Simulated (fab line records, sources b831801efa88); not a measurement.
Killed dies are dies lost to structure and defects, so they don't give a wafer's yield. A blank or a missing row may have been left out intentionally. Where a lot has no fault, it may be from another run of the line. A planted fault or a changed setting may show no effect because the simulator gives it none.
Which tool is to blame? | flow gf180mcu | 24 lots, 72 wafers sampled, at 6 steps of a route of 602

## WHAT THE GAUGES SHOWED, per wafer
GF_PSD_CD_MEAS_07: target cd 400 nm. Usual: cd_nm at 400.2 nm, with a standard deviation of 1.9.
lot  | measured     | on        | cd_nm (nm)        | flag
L074 | day 14 08:10 | cd_sem-02 | 401.6 402.2 402.4 |
L075 | day 14 11:50 | cd_sem-02 | 398.6 398.8 398.1 |
L076 | day 15 02:48 | cd_sem-02 | 398.3 398.3 395.5 |
L077 | day 15 10:34 | cd_sem-02 | 398.6 399.8 399.2 |
L078 | day 16 01:26 | cd_sem-02 | 399.3 399.6 399.0 |
L079 | day 15 21:52 | cd_sem-02 | 401.9 400.3 400.6 |
L080 | day 16 07:14 | cd_sem-02 | 400.0 399.2 402.6 |
L081 | day 16 16:14 | cd_sem-02 | 401.3 400.1 402.1 |
L082 | day 17 04:14 | cd_sem-02 | 401.6 400.6 399.7 |
L083 | day 17 10:29 | cd_sem-02 | 399.7 400.9 399.6 |
L084 | day 17 17:29 | cd_sem-02 | 396.4 397.2 398.7 |
L085 | day 18 02:01 | cd_sem-01 | 401.1 401.2 401.8 |
L086 | day 18 10:17 | cd_sem-01 | 400.7 402.3 399.7 |
L087 | day 18 16:46 | cd_sem-01 | 399.3 399.0 400.3 |
L088 | day 19 02:07 | cd_sem-01 | 396.4 399.0 400.9 |
L089 | day 19 06:48 | cd_sem-01 | 400.7 403.1 401.2 |
L090 | day 19 18:59 | cd_sem-01 | 395.8 399.0 399.4 |
L091 | day 20 05:34 | cd_sem-01 | 399.8 399.4 399.9 |
L092 | day 20 10:11 | cd_sem-01 | 401.0 399.0 401.0 |
L093 | day 20 17:26 | cd_sem-02 | 404.0 402.0 403.2 |
L094 | day 21 03:50 | cd_sem-02 | 403.7 406.5 403.9 |
L095 | day 21 13:20 | cd_sem-01 | 398.4 399.1 400.4 |
L096 | day 21 19:17 | cd_sem-02 | 401.7 400.3 400.5 |
L097 | day 22 08:47 | cd_sem-02 | 399.6 400.0 399.0 |

GF_SALICIDE_RS_MEAS_04: measurement is done with a four-point probe. Usual: SALICIDE_TIN_RS 16.4 ohm/sq, standard deviation 0.32.
lot  | measured     | on            | SALICIDE_TIN_RS (ohm/sq) | flag
L074 | day 15 05:53 | film_metro-03 | 16.1 16.7 16.3           |
L075 | day 15 10:40 | film_metro-03 | 17.1 16.7 17.1           |
L076 | day 16 02:03 | film_metro-02 | 16.6 16.2 16.4           |
L077 | day 16 09:26 | film_metro-02 | 17.0 16.6 16.7           |
L078 | day 17 00:54 | film_metro-03 | 16.1 16.2 15.9           |
L079 | day 16 20:53 | film_metro-03 | 16.5 16.3 16.5           |
L080 | day 17 07:01 | film_metro-04 | 16.0 16.0 16.2           |
L081 | day 17 16:01 | film_metro-03 | 16.2 16.6 16.1           |
L082 | day 18 04:22 | film_metro-03 | 16.7 16.1 16.7           |
L083 | day 18 11:09 | film_metro-02 | 16.8 16.7 16.7           |
L084 | day 18 18:35 | film_metro-03 | 16.4 16.9 16.6           |
L085 | day 19 03:31 | film_metro-04 | 16.5 16.4 16.1           |
L086 | day 19 11:27 | film_metro-02 | 16.6 16.8 16.7           |
L087 | day 19 18:44 | film_metro-03 | 16.5 16.2 16.2           |
L088 | day 20 03:17 | film_metro-04 | 16.5 16.7 16.7           |
L089 | day 20 08:56 | film_metro-02 | 16.7 16.6 16.5           |
L090 | day 20 20:26 | film_metro-03 | 16.4 16.1 16.6           |
L091 | day 21 07:49 | film_metro-02 | 15.8 16.2 15.8           |
L092 | day 21 12:20 | film_metro-04 | 16.6 16.6 16.6           |
L093 | day 21 18:20 | film_metro-04 | 16.1 15.9 15.9           |
L094 | day 22 05:14 | film_metro-04 | 16.0 16.5 16.6           |
L095 | day 22 13:47 | film_metro-04 | 16.2 16.6 16.5           |
L096 | day 22 20:06 | film_metro-04 | 16.5 16.2 16.1           |
L097 | day 23 09:13 | film_metro-02 | 16.1 16.1 15.9           |

GF_CONTACT_BOW_MEAS_05. Usual: CONTACT_BOW 65 um, standard deviation 6.4.
lot  | measured     | on            | CONTACT_BOW (um) | flag
L074 | day 15 06:59 | film_metro-01 | 71 64 59         |
L075 | day 15 11:40 | film_metro-04 | 65 61 65         |
L076 | day 16 03:04 | film_metro-02 | 62 58 61         |
L077 | day 16 10:28 | film_metro-02 | 55 76 59         |
L078 | day 17 01:54 | film_metro-04 | 66 59 61         |
L079 | day 16 21:54 | film_metro-01 | 60 58 66         |
L080 | day 17 08:01 | film_metro-02 | 62 71 65         |
L081 | day 17 17:01 | film_metro-01 | 63 67 69         |
L082 | day 18 05:22 | film_metro-02 | 63 58 67         |
L083 | day 18 12:10 | film_metro-04 | 71 74 69         |
L084 | day 18 19:35 | film_metro-04 | 58 63 70         |
L085 | day 19 04:31 | film_metro-01 | 62 82 73         |
L086 | day 19 12:28 | film_metro-04 | 63 67 57         |
L087 | day 19 19:45 | film_metro-04 | 71 70 60         |
L088 | day 20 04:17 | film_metro-04 | 57 54 72         |
L089 | day 20 09:57 | film_metro-02 | 76 66 68         |
L090 | day 20 21:26 | film_metro-04 | 62 66 66         |
L091 | day 21 08:56 | film_metro-01 | 72 55 64         |
L092 | day 21 13:22 | film_metro-01 | 57 68 73         |
L093 | day 21 19:22 | film_metro-04 | 58 65 66         |
L094 | day 22 06:14 | film_metro-01 | 60 62 60         |
L095 | day 22 14:48 | film_metro-02 | 73 58 61         |
L096 | day 22 21:07 | film_metro-01 | 68 68 78         |
L097 | day 23 10:14 | film_metro-04 | 76 67 79         |

GF_V1_THK_MEAS_01. Usual: V1_CVD_00_THK 597 nm, standard deviation 6.4.
lot  | measured     | on            | V1_CVD_00_THK (nm) | flag
L074 | day 17 04:26 | film_metro-03 | 583 580 577        |
L075 | day 17 10:09 | film_metro-01 | 597 604 605        |
L076 | day 18 03:05 | film_metro-03 | 597 599 600        |
L077 | day 18 10:37 | film_metro-01 | 596 593 594        |
L078 | day 19 02:40 | film_metro-03 | 591 598 595        |
L079 | day 18 22:24 | film_metro-04 | 605 608 596        |
L080 | day 19 10:07 | film_metro-03 | 598 599 585        |
L081 | day 19 19:52 | film_metro-01 | 598 600 614        |
L082 | day 20 08:19 | film_metro-04 | 599 594 604        |
L083 | day 20 15:44 | film_metro-04 | 597 605 596        |
L084 | day 20 23:42 | film_metro-04 | 592 597 593        |
L085 | day 21 08:24 | film_metro-04 | 586 588 594        |
L086 | day 21 13:50 | film_metro-03 | 602 595 595        |
L087 | day 21 22:09 | film_metro-01 | 609 604 603        |
L088 | day 22 06:45 | film_metro-01 | 597 593 590        |
L089 | day 22 13:41 | film_metro-04 | 598 599 593        |
L090 | day 23 00:01 | film_metro-04 | 603 600 597        |
L091 | day 23 10:44 | film_metro-03 | 601 597 598        |
L092 | day 23 14:57 | film_metro-01 | 599 597 596        |
L093 | day 23 20:17 | film_metro-03 | 596 597 597        |
L094 | day 24 06:27 | film_metro-03 | 587 591 594        |
L095 | day 24 16:00 | film_metro-04 | 583 590 581        |
L096 | day 24 21:33 | film_metro-04 | 600 596 589        |
L097 | day 25 09:39 | film_metro-04 | 600 594 597        |

## WHICH TOOL RAN EACH LOT (tool, then ch and the chambers of the sampled wafers, then the start)
lot  | GF_STI_CMP_25                | GF_SAB_STRIP_13
L074 | cmp-02 ch 1,2,3, day 2 06:12 | plasma_asher-04 ch 0, day 15 05:35
L075 | cmp-01 ch 0,1, day 2 09:00   | plasma_asher-02 ch 0,1, day 15 10:25
L076 | cmp-02 ch 0,1,2, day 2 15:41 | plasma_asher-02 ch 0,1, day 16 01:47
L077 | cmp-02 ch 0,1, day 2 20:14   | plasma_asher-04 ch 0,1, day 16 09:12
L078 | cmp-01 ch 0,1,2, day 2 23:59 | plasma_asher-04 ch 0,1, day 17 00:38
L079 | cmp-01 ch 0,1,3, day 3 05:11 | plasma_asher-01 ch 0,1, day 16 20:39
L080 | cmp-02 ch 1,3, day 3 10:47   | plasma_asher-02 ch 0,1, day 17 06:45
L081 | cmp-01 ch 0,2,3, day 3 15:17 | plasma_asher-01 ch 0,1, day 17 15:45
L082 | cmp-02 ch 0,3, day 3 21:57   | plasma_asher-02 ch 0,1, day 18 04:06
L083 | cmp-01 ch 0,3, day 4 01:39   | plasma_asher-01 ch 0,1, day 18 10:55
L084 | cmp-02 ch 0,2,3, day 4 06:52 | plasma_asher-04 ch 0,1, day 18 18:19
L085 | cmp-01 ch 1,2, day 4 13:34   | plasma_asher-01 ch 0,1, day 19 03:16
L086 | cmp-02 ch 1,2, day 4 17:05   | plasma_asher-04 ch 0,1, day 19 11:13
L087 | cmp-01 ch 1,3, day 4 21:58   | plasma_asher-04 ch 0,1, day 19 18:30
L088 | cmp-01 ch 0,1, day 5 05:14   | plasma_asher-04 ch 0,1, day 20 03:01
L089 | cmp-02 ch 0,1, day 5 08:48   | plasma_asher-04 ch 0,1, day 20 08:41
L090 | cmp-02 ch 0,1,2, day 5 14:47 | plasma_asher-04 ch 0,1, day 20 20:10
L091 | cmp-01 ch 0,1,2, day 5 20:18 | plasma_asher-04 ch 0, day 21 07:35
L092 | cmp-01 ch 1,2, day 6 00:36   | plasma_asher-04 ch 0,1, day 21 12:06
L093 | cmp-01 ch 0,1,3, day 6 04:38 | plasma_asher-04 ch 0,1, day 21 18:05
L094 | cmp-01 ch 0,1,2, day 6 10:17 | plasma_asher-02 ch 0,1, day 22 04:58
L095 | cmp-02 ch 0,2,3, day 6 15:11 | plasma_asher-02 ch 0,1, day 22 13:32
L096 | cmp-01 ch 0,3, day 6 20:11   | plasma_asher-04 ch 0,1, day 22 19:51
L097 | cmp-01 ch 1,2,3, day 7 02:44 | plasma_asher-02 ch 0,1, day 23 08:59
- GF_STI_CMP_25: polishes, stops on Si3N4, t overpolish 33 s, target thk 524.6 nm.
- GF_SAB_STRIP_13: strips in O2/N2.

## WHAT THE TOOLS THEMSELVES READ (means of the sampled wafers that have a number; where no wafer has one, the mark that the record gives instead)
GF_STI_CMP_25. Usual: motor_current_A 12.5 A, standard deviation 1.1; overpolish_run_s 33.000 s, standard deviation 0.0097; time_to_endpoint_s 123 s, standard deviation 7.2.
lot  | tool   | motor_current_A (A) | overpolish_run_s (s) | time_to_endpoint_s (s) | flag
L074 | cmp-02 | 12.0                | 32.998               | 124                    |
L075 | cmp-01 | 11.5                | 32.988               | 127                    |
L076 | cmp-02 | 12.4                | 32.998               | 126                    |
L077 | cmp-02 | 13.5                | 32.999               | 131                    |
L078 | cmp-01 | 12.5                | 32.997               | 122                    |
L079 | cmp-01 | 12.5                | 32.995               | 118                    |
L080 | cmp-02 | 12.6                | 32.999               | 129                    |
L081 | cmp-01 | 13.0                | 32.998               | 116                    |
L082 | cmp-02 | 11.8                | 33.001               | 124                    |
L083 | cmp-01 | 12.4                | 33.004               | 113                    |
L084 | cmp-02 | 11.9                | 32.990               | 125                    |
L085 | cmp-01 | 13.0                | 33.009               | 118                    |
L086 | cmp-02 | 12.9                | 33.008               | 125                    |
L087 | cmp-01 | 12.9                | 33.000               | 114                    |
L088 | cmp-01 | 11.4                | 32.997               | 127                    |
L089 | cmp-02 | 12.8                | 33.002               | 134                    |
L090 | cmp-02 | 12.5                | 32.993               | 128                    |
L091 | cmp-01 | 12.5                | 32.996               | 122                    |
L092 | cmp-01 | 12.4                | 32.999               | 119                    |
L093 | cmp-01 | 12.0                | 33.009               | 127                    |
L094 | cmp-01 | 12.4                | 33.007               | 123                    |
L095 | cmp-02 | 11.8                | 32.991               | 129                    |
L096 | cmp-01 | 12.5                | 33.004               | 120                    |
L097 | cmp-01 | 12.8                | 33.006               | 119                    |

GF_SAB_STRIP_13. Usual: drypump_motor_current_A 5.5 A, standard deviation 0.32; heater_power_w 310 W, standard deviation 31; oes_product_au 0.710 a.u., standard deviation 0.005; strip_time_to_endpoint_s 12.58 s, standard deviation 0.035.
lot  | tool            | drypump_motor_current_A (A) | heater_power_w (W) | oes_product_au (a.u.) | strip_time_to_endpoint_s (s) | flag
L074 | plasma_asher-04 | 5.5                         | 289                | 0.706                 | 12.57                        |
L075 | plasma_asher-02 | 5.4                         | 332                | 0.710                 | 12.60                        |
L076 | plasma_asher-02 | 5.4                         | 326                | 0.706                 | 12.58                        |
L077 | plasma_asher-04 | 5.4                         | 293                | 0.704                 | 12.60                        |
L078 | plasma_asher-04 | 5.4                         | 293                | 0.709                 | 12.60                        |
L079 | plasma_asher-01 | 6.0                         | 325                | 0.714                 | 12.53                        |
L080 | plasma_asher-02 | 5.2                         | 305                | 0.710                 | 12.62                        |
L081 | plasma_asher-01 | 5.9                         | 357                | 0.711                 | 12.56                        |
L082 | plasma_asher-02 | 5.2                         | 311                | 0.708                 | 12.57                        |
L083 | plasma_asher-01 | 5.9                         | 348                | 0.711                 | 12.54                        |
L084 | plasma_asher-04 | 5.4                         | 290                | 0.707                 | 12.55                        |
L085 | plasma_asher-01 | 5.9                         | 357                | 0.712                 | 12.54                        |
L086 | plasma_asher-04 | 5.4                         | 304                | 0.706                 | 12.60                        |
L087 | plasma_asher-04 | 5.4                         | 301                | 0.713                 | 12.61                        |
L088 | plasma_asher-04 | 5.4                         | 297                | 0.708                 | 12.59                        |
L089 | plasma_asher-04 | 5.4                         | 286                | 0.710                 | 12.58                        |
L090 | plasma_asher-04 | 5.4                         | 305                | 0.710                 | 12.58                        |
L091 | plasma_asher-04 | 5.4                         | 280                | 0.709                 | 12.58                        |
L092 | plasma_asher-04 | 5.3                         | 297                | 0.710                 | 12.55                        |
L093 | plasma_asher-04 | 5.4                         | 286                | 0.710                 | 12.57                        |
L094 | plasma_asher-02 | 5.2                         | 319                | 0.710                 | 12.60                        |
L095 | plasma_asher-02 | 5.2                         | 310                | 0.711                 | 12.58                        |
L096 | plasma_asher-04 | 5.4                         | 289                | 0.707                 | 12.63                        |
L097 | plasma_asher-02 | 5.2                         | 316                | 0.713                 | 12.61                        |

## THE ANSWER, worked out from the rows above alone
Rule: take the mean of a lot's wafers that have a number; if it is more than 3 standard deviations from the usual mean, the lot is off. Also off: a lot with no number at a reading for which 4 or more lots have one. Any other lot the step has rows for is counted as sound. After the gauges, taken in route order, come the tools' own readings; for these a lot's mean is taken, as printed above. At the first step where some lot is off, the reading lying furthest off is the one used; lots without a number count as furthest.
None of the lots is off at any reading shown; this tells nothing.

## WHAT HAD BEEN PUT IN BY THE SIMULATOR
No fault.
